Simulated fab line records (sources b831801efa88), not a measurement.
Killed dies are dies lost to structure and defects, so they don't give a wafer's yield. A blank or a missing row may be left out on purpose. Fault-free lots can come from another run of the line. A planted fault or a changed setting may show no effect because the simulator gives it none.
One fault seen from 2 desks | flow sky130 | what lay behind the numbers comes last; until then each desk has only its own

== THE TOOL OWNER'S DESK: rie-metal-02 ==
The tool's own readings at SKY_METAL2_METAL_ETCH_19 (etches the open film in Cl2/BCl3, stops on SiO2, target depth 360 nm, time 78 s): means of the sampled wafers that have a number, for each lot that ran on this tool. A lot is out of limits, marked OUT, if its mean lies more than 4 standard deviations from the usual mean; the brackets give that distance.
Columns: A = drypump-motor-current-A at SKY_METAL2_METAL_ETCH_19, usual 5.8 A; B = oes-product-au at SKY_METAL2_METAL_ETCH_19, usual 0.853 a.u.; C = throttle-valve-pct at SKY_METAL2_METAL_ETCH_19, usual 22.263 %
lot  | first seen here | A   | B     | C
L559 | day 35 10:24    | 6.0 | 0.852 | 22.258
L562 | day 36 04:10    | 6.0 | 0.850 | 22.276
L564 | day 37 10:44    | 5.9 | 0.848 | 22.259
L570 | day 38 17:04    | 6.0 | 0.850 | 22.260
L575 | day 40 05:08    | 6.0 | 0.852 | 22.263
L578 | day 41 10:28    | 6.0 | 0.847 | 22.267
This desk's verdict: no lot among the 6 shows anything out of limits.

== FROM THE METROLOGY DESK ==
What the gauges read, lot by lot, whatever tool the lot ran on: means of the sampled wafers that have a number. A lot is out of limits, marked OUT, if its mean lies more than 4 standard deviations from the usual mean; the brackets give that distance.
Columns: A = METAL2_ALCU_RS at SKY_METAL2_RS_MEAS_05, usual 0.1224 ohm/sq; B = cd-nm at SKY_METAL2_CD_MEAS_15, usual 140.0 nm; C = VIA2_BOW at SKY_VIA2_BOW_MEAS_03, usual 86 um
lot  | first seen here | A      | B     | C
L559 | day 34 07:17    | 0.1218 | 138.5 | 86
L562 | day 35 01:08    | 0.1216 | 137.7 | 86
L564 | day 36 08:33    | 0.1216 | 140.9 | 84
L566 | day 36 09:07    | 0.1215 | 140.2 | 85
L567 | day 36 15:52    | 0.1228 | 140.6 | 90
L568 | day 37 00:49    | 0.1227 | 137.9 | 85
L570 | day 37 15:23    | 0.1221 | 140.6 | 89
L574 | day 38 19:43    | 0.1220 | 141.1 | 88
L575 | day 39 04:13    | 0.1219 | 140.0 | 76
L579 | day 40 08:47    | 0.1255 | 138.5 | 86
L578 | day 40 09:41    | 0.1219 | 139.7 | 90
L580 | day 40 12:34    | 0.1239 | 139.7 | 83
L581 | day 40 17:46    | 0.1225 | 140.8 | 75
L582 | day 41 00:37    | 0.1215 | 140.6 | 99
This desk's verdict: no lot among the 14 shows anything out of limits.

== BROUGHT TOGETHER ==
The tool owner's desk saw nothing out of limits.
Metrology desk: nothing out of limits seen.

== WHAT THE SIMULATOR HAD INSERTED ==
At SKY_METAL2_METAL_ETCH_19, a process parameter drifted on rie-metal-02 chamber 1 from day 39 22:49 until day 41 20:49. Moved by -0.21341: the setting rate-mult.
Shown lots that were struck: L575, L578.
